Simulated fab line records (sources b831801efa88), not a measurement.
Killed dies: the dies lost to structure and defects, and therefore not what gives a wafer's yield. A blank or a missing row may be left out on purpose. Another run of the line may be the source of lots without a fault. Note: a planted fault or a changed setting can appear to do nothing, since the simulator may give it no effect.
fab line records | flow sky130
record: lots: 14 wafers: 42 last_day: 50
route steps=708 shown CONTACT@431 VIA1@461
lots that met no fault: taken from a fault-free run of the same line
start_h: hours from the record's opening day to when the first of the lot's shown wafers began | wait_h: hours from the lot's prior step to this one | " the same as in the row above | L1.1+2: one row covering several wafers at once | - no value, or no start was given | * or withheld: withheld | < > ~ a bound
route shown NAME@n: names a module that has steps shown in the file, with the first one's number in the route | usual: mean/standard deviation taken from wafers without a fault | same: alike in all rows | chamber/n: place in a boat | sites: the reading at each site | _std_site: standard deviation across them | _edge_site: outer sites' mean less inner sites' | radius_mm: how far each site lies from the wafer's centre | mask NAME#n: copy n | behind: the last tool/chamber to shape the wafer | hold: the reason the lot was held/the length of the hold in hours/how it ended | device: names the non-switching transistor (n, p or np) | end of line: the route-end tests of the same wafers | step lacking rows: just its recipe | killed: the dies lost at the first sort to structure and to defects; this is not the yield of the wafer | map: shows each die of a wafer: x if killed, . if not, _ if none is there
set.NAME: the setting as run; set.NAME@STEP: as run at that earlier step | model.NAME: the simulator's own value behind a step, which no gauge read
a sample of lots followed through the steps of the route, with each step as a table and each wafer as a row
services: the hour from which a tool's chamber was out of use, counted from the record's first day as start_h (under 0 if before that day), plus the number of hours and why
== steps ==
step: SKY_CONTACT_RS_MEAS_25
recipe: thk_meas_gauge: four-point-probe reads: W_of_CONTACT_CVD_24+TiN_of_CONTACT_SPUTTER_23
usual: CONTACT_W_RS: 0.337/0.004
columns lot.wafer tool chamber start_h wait_h CONTACT_W_RS[ohm/sq]
L912.2 film_metro-04 - 750.49 0.2 0.335
L912.4 " - " " 0.338
L912.6 " - " " 0.337
L913.1 film_metro-02 - 758.40 0.1 0.339
L913.4 " - " " 0.335
L913.6 " - " " 0.345
L915.4 film_metro-04 - 768.68 0.1 0.337
L915.5 " - " " 0.335
L915.6 " - " " 0.339
L918.2 film_metro-03 - 792.32 0.1 0.337
L918.4 " - " " 0.335
L918.6 " - " " 0.335
L920.1 film_metro-03 - 805.45 0.1 0.339
L920.2 " - " " 0.335
L920.5 " - " " 0.339
L922.2 film_metro-03 - 825.47 0.1 0.343
L922.3 " - " " 0.336
L922.4 " - " " 0.340
L926.1 film_metro-02 - 852.31 0.1 0.338
L926.2 " - " " 0.336
L926.4 " - " " 0.332
L927.1 film_metro-03 - 864.66 0.1 0.340
L927.3 " - " " 0.344
L927.6 " - " " 0.344
L930.1 film_metro-03 - 883.33 0.1 0.339
L930.3 " - " " 0.339
L930.4 " - " " 0.332
L929.1 film_metro-02 - 885.63 0.1 0.335
L929.4 " - " " 0.337
L929.5 " - " " 0.336
L931.2 film_metro-02 - 886.04 0.1 0.335
L931.3 " - " " 0.333
L931.6 " - " " 0.332
L932.1 film_metro-02 - 888.88 0.1 0.335
L932.3 " - " " 0.333
L932.5 " - " " 0.340
L933.2 film_metro-03 - 899.99 0.1 0.335
L933.3 " - " " 0.338
L933.5 " - " " 0.331
L934.1 film_metro-04 - 908.40 0.1 0.333
L934.2 " - " " 0.340
L934.3 " - " " 0.335
step: SKY_VIA1_BOW_MEAS_03
recipe: mode: bow
usual: VIA1_BOW: 80/6.8
columns lot.wafer tool chamber start_h wait_h VIA1_BOW[um]
L912.2 film_metro-03 - 779.59 0.2 87
L912.4 " - " " 92
L912.6 " - " " 82
L913.1 film_metro-03 - 787.10 0.1 79
L913.4 " - " " 86
L913.6 " - " " 85
L915.4 film_metro-04 - 796.98 0.2 78
L915.5 " - " " 83
L915.6 " - " " 87
L918.2 film_metro-03 - 821.31 0.2 87
L918.4 " - " " 75
L918.6 " - " " 83
L920.1 film_metro-03 - 834.41 0.1 84
L920.2 " - " " 76
L920.5 " - " " 80
L922.2 film_metro-03 - 853.52 0.2 77
L922.3 " - " " 77
L922.4 " - " " 83
L926.1 film_metro-04 - 881.01 0.2 70
L926.2 " - " " 76
L926.4 " - " " 81
L927.1 film_metro-01 - 892.18 0.1 91
L927.3 " - " " 83
L927.6 " - " " 89
L930.1 film_metro-01 - 913.37 0.2 79
L930.3 " - " " 84
L930.4 " - " " 63
L929.1 film_metro-01 - 913.97 0.2 74
L929.4 " - " " 77
L929.5 " - " " 72
L931.2 film_metro-04 - 914.29 0.3 71
L931.3 " - " " 81
L931.6 " - " " 89
L932.1 film_metro-04 - 916.20 0.2 70
L932.3 " - " " 81
L932.5 " - " " 65
L933.2 film_metro-01 - 926.03 0.2 77
L933.3 " - " " 76
L933.5 " - " " 96
L934.1 film_metro-03 - 935.37 0.1 77
L934.2 " - " " 78
L934.3 " - " " 90
step: SKY_VIA1_ETCH_14
recipe: chemistry: N2/H2 target: BARC ion_energy_ev: 200 source_w: 500 bias_w: 100 pressure_mtorr: 30 n2_flow_sccm: 100 h2_flow_sccm: 200 stop_on: SiO2 time_s: 45.9 target_depth_a: 600
usual: drypump_motor_current_A: 5.7/0.46 oes_product_au: 0.855/0.0051 run_length_s: 74.2/0.48 throttle_valve_pct: 13.224/0.0092
columns lot.wafer tool chamber start_h wait_h drypump_motor_current_A oes_product_au rf_hours_counter_h run_length_s throttle_valve_pct
L912.2 rie_diel-01 2 806.61 0.0 5.2 0.850 11 74.1 13.224
L912.4 " 0 " " 5.8 0.851 2 73.5 13.228
L912.6 " 2 " " 5.3 0.859 - 74.2 13.230
L913.1 rie_diel-02 1 813.41 0.0 5.4 0.848 23 74.1 13.237
L913.4 " 3 " " 5.2 0.848 6 74.4 13.227
L913.6 " 2 " " 6.1 0.848 - 73.7 13.219
L915.4 rie_diel-04 2 823.87 0.0 5.7 0.854 - 73.5 13.233
L915.5 " 3 " " 5.4 0.852 - 74.6 13.205
L915.6 " 1 " " 6.0 0.856 - 73.9 13.207
L918.2 rie_diel-04 0 846.96 0.0 5.0 0.962 0 67.8 13.238
L918.4 " 3 " " 5.3 0.971 15 69.1 13.231
L918.6 " 2 " " 5.7 0.972 - 67.7 13.224
L920.1 rie_diel-04 3 860.20 0.0 5.4 0.858 16 74.5 13.240
L920.2 " 1 " " 6.0 0.969 7 68.5 13.220
L920.5 " 0 " " 4.9 0.859 - 73.9 13.219
L922.2 rie_diel-02 2 880.11 0.0 6.1 0.856 22 74.0 13.202
L922.3 " 3 " " 5.2 0.854 8 74.4 13.229
L922.4 " 0 " " 6.2 0.858 10 73.9 13.229
L926.1 rie_diel-02 3 906.41 0.0 5.2 0.854 9 74.5 13.222
L926.2 " 2 " " 6.1 0.860 23 74.5 13.234
L926.4 " 1 " " 5.4 0.853 26 74.1 13.213
L927.1 rie_diel-02 1 916.75 0.0 5.4 0.859 27 74.3 13.220
L927.3 " 0 " " 6.2 0.861 11 73.6 13.227
L927.6 " 1 " " 5.4 0.863 - 74.6 13.226
L930.1 rie_diel-04 3 937.71 0.0 5.4 0.854 18 74.4 13.219
L930.3 " 2 " " 5.7 0.856 16 73.4 13.230
L930.4 " 1 " " 6.0 0.863 8 74.0 13.219
L929.1 rie_diel-01 0 938.86 0.0 5.8 0.859 6 73.4 13.201
L929.4 " 2 " " 5.3 0.861 16 74.5 13.224
L929.5 " 3 " " 6.4 0.851 - 74.7 13.241
L931.2 rie_diel-04 1 939.75 0.0 6.0 0.858 9 74.1 13.223
L931.3 " 0 " " 4.9 0.856 2 73.8 13.233
L931.6 " 2 " " 5.7 0.855 - 74.1 13.218
L932.1 rie_diel-01 3 940.80 0.0 6.4 0.855 3 74.9 13.224
L932.3 " 2 " " 5.3 0.845 16 74.3 13.230
L932.5 " 2 " " 5.2 0.858 - 74.4 13.233
L933.2 rie_diel-02 3 950.81 0.0 5.2 0.851 10 74.3 13.213
L933.3 " 1 " " 5.4 0.852 28 74.5 13.225
L933.5 " 1 " " 5.4 0.855 - 74.6 13.231
L934.1 rie_diel-01 3 960.21 0.0 6.3 0.845 4 74.7 13.222
L934.2 " 2 " " 5.2 0.862 17 74.4 13.219
L934.3 " 1 " " 6.4 0.851 17 74.5 13.240
step: SKY_VIA1_STRIP_16
recipe: chemistry: O2/N2 power_w: 1400 pressure_mtorr: 1500 platen_temp_c: withheld o2_flow_sccm: 3000 n2_flow_sccm: 300 overash_fraction: 0.5
usual: drypump_motor_current_A: 5.80/0.24 oes_product_au: 0.416/0.0044 strip_time_to_endpoint_s: 4.467/0.023
columns lot.wafer tool chamber start_h wait_h drypump_motor_current_A oes_product_au rf_hours_counter_h strip_time_to_endpoint_s
L912.2 plasma_asher-02 0 806.70 0.0 5.80 0.422 37 4.482
L912.4 " 0 " " 5.83 0.424 - 4.492
L912.6 " 1 " " 6.07 0.418 - 4.493
L913.1 plasma_asher-04 0 813.50 0.0 6.01 0.408 91 4.468
L913.4 " 0 " " 6.00 0.409 - 4.456
L913.6 " 1 " " 5.30 0.415 - 4.499
L915.4 plasma_asher-04 1 823.97 0.0 5.31 0.419 - 4.493
L915.5 " 0 " " 6.00 0.422 - 4.467
L915.6 " 1 " " 5.31 0.410 - 4.487
L918.2 plasma_asher-04 0 847.05 0.0 6.00 0.416 95 4.557
L918.4 " 0 " " 6.00 0.415 - 4.519
L918.6 " 0 " " 6.00 0.419 - 4.546
L920.1 plasma_asher-02 0 860.29 0.0 5.81 0.408 42 4.440
L920.2 " 1 " " 6.08 0.428 42 4.498
L920.5 " 1 " " 6.06 0.425 - 4.455
L922.2 plasma_asher-03 0 880.20 0.0 5.79 0.413 79 4.459
L922.3 " 0 " " 5.79 0.412 - 4.431
L922.4 " 1 " " 5.73 0.412 - 4.437
L926.1 plasma_asher-02 0 906.50 0.0 5.75 0.411 46 4.484
L926.2 " 1 " " 6.08 0.412 46 4.461
L926.4 " 1 " " 6.10 0.416 - 4.489
L927.1 plasma_asher-02 1 916.84 0.0 6.04 0.414 47 4.475
L927.3 " 1 " " 6.06 0.425 - 4.459
L927.6 " 0 " " 5.80 0.416 - 4.464
L930.1 plasma_asher-04 0 937.80 0.0 5.99 0.408 104 4.452
L930.3 " 0 " " 6.00 0.418 - 4.491
L930.4 " 1 " " 5.30 0.416 - 4.470
L929.1 plasma_asher-03 1 938.95 0.0 5.71 0.416 85 4.486
L929.4 " 0 " " 5.80 0.411 - 4.510
L929.5 " 0 " " 5.80 0.415 - 4.448
L931.2 plasma_asher-02 0 939.84 0.0 5.78 0.416 49 4.485
L931.3 " 0 " " 5.81 0.421 - 4.481
L931.6 " 1 " " 6.10 0.414 - 4.493
L932.1 plasma_asher-03 1 940.89 0.0 5.73 0.410 85 4.466
L932.3 " 1 " " 5.72 0.416 - 4.505
L932.5 " 1 " " 5.70 0.422 - 4.517
L933.2 plasma_asher-03 1 950.90 0.0 5.65 0.412 86 4.446
L933.3 " 0 " " 5.81 0.417 - 4.478
L933.5 " 1 " " 5.69 0.413 - 4.477
L934.1 plasma_asher-03 0 960.30 0.0 5.80 0.409 87 4.480
L934.2 " 1 " " 5.66 0.419 87 4.478
L934.3 " 0 " " 5.78 0.415 - 4.441
step: SKY_VIA1_CVD_21
recipe: material: W target_thk_nm: 270 time_s: 80.902 temp_c: 400 pressure_torr: 40
usual: heater_power_w: 905/70
columns lot.wafer tool chamber start_h wait_h heater_power_w since_wet_clean_h
L912.2 cvd_w-01 1 807.39 0.0 805 403
L912.4 " 1 " " 805 -
L912.6 " 0 " " 864 -
L913.1 cvd_w-02 1 814.18 0.0 925 910
L913.4 " 0 " " 1016 -
L913.6 " 0 " " 1027 -
L915.4 cvd_w-01 0 824.70 0.1 894 -
L915.5 " 0 " " 893 -
L915.6 " 1 " " 810 -
L918.2 cvd_w-01 1 847.77 0.0 818 444
L918.4 " 1 " " 813 -
L918.6 " 0 " " 880 -
L920.1 cvd_w-02 1 861.04 0.1 935 957
L920.2 " 0 " " 1034 957
L920.5 " 1 " " 934 -
L922.2 cvd_w-02 0 880.85 0.0 1023 977
L922.3 " 0 " " 1026 -
L922.4 " 1 " " 929 -
L926.1 cvd_w-01 0 907.16 0.0 858 503
L926.2 " 1 " " 807 503
L926.4 " 0 " " 886 -
L927.1 cvd_w-01 0 917.53 0.0 878 514
L927.3 " 0 " " 870 -
L927.6 " 1 " " 821 -
L930.1 cvd_w-02 0 938.45 0.0 955 20
L930.3 " 1 " " 938 -
L930.4 " 0 " " 968 -
L929.1 cvd_w-02 1 939.60 0.0 893 22
L929.4 " 0 " " 982 -
L929.5 " 0 " " 975 -
L931.2 cvd_w-01 1 940.49 0.0 825 537
L931.3 " 1 " " 847 -
L931.6 " 1 " " 853 -
L932.1 cvd_w-01 0 941.54 0.0 878 538
L932.3 " 1 " " 821 -
L932.5 " 0 " " 890 -
L933.2 cvd_w-02 1 951.55 0.0 899 34
L933.3 " 1 " " 882 -
L933.5 " 0 " " 952 -
L934.1 cvd_w-01 1 960.95 0.0 807 557
L934.2 " 0 " " 884 557
L934.3 " 0 " " 872 -
== services ==
columns tool chamber start_h hours kind
plasma_asher-03 - 783.87 0.4 repair
rie_diel-01 2 791.27 10.2 repair
rie_diel-04 0 810.69 2.5 repair
rie_diel-04 0 813.15 - clean
rie_diel-04 0 813.15 21.8 scheduled_down
rie_diel-04 0 813.15 21.8 vent_cycle
plasma_asher-02 - 813.28 2.8 pm
rie_diel-01 3 816.48 - clean
rie_diel-01 3 816.48 19.5 scheduled_down
rie_diel-01 3 816.48 19.5 vent_cycle
rie_diel-02 3 842.10 3.3 repair
plasma_asher-02 - 877.02 4.0 repair
rie_diel-01 - 888.90 1.0 repair
rie_diel-04 1 896.15 8.5 repair
cvd_w-02 - 904.00 14.0 pm
cvd_w-02 0 904.00 14.0 vent_cycle
cvd_w-02 1 904.00 14.0 vent_cycle
rie_diel-02 0 913.73 2.1 repair
cvd_w-02 0 918.00 - clean
cvd_w-02 1 918.00 - clean
plasma_asher-03 - 921.52 1.1 repair
rie_diel-04 2 925.67 8.3 repair
rie_diel-01 3 942.61 4.4 repair
== key ==
first_sign: step: SKY_VIA1_ETCH_14 reading: oes_product_au direction: up sigmas: 22 usual: 0.855 struck: 0.969
effect: step: SKY_VIA1_ETCH_14 reading: run_length_s direction: down sigmas: 12 usual: * struck: *
effect: step: SKY_VIA1_STRIP_16 reading: strip_time_to_endpoint_s direction: up sigmas: 2.8 usual: * struck: *
met_at SKY_VIA1_ETCH_14
struck_lots L918,L920
struck_wafers L918.2,L918.4,L918.6,L920.2
sort_left_out L918.2,L918.4,L918.6,L920.2
not_acting_at SKY_CONTACT_RS_MEAS_25,SKY_VIA1_BOW_MEAS_03,SKY_VIA1_CVD_21
onset_between 823.87 846.96
fault: kind: process_parameter_drift tool: rie_diel-04 chamber: - onset_h: 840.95 steps: SKY_VIA1_ETCH_14 channel: time_s offset: * shape: step end_h: 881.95 scope: struck_wafers_only acts_in: * stated: *
sort_left_out: the simulated sort isn't trusted on such a fault, so these wafers' sort isn't shown, and their yield isn't known
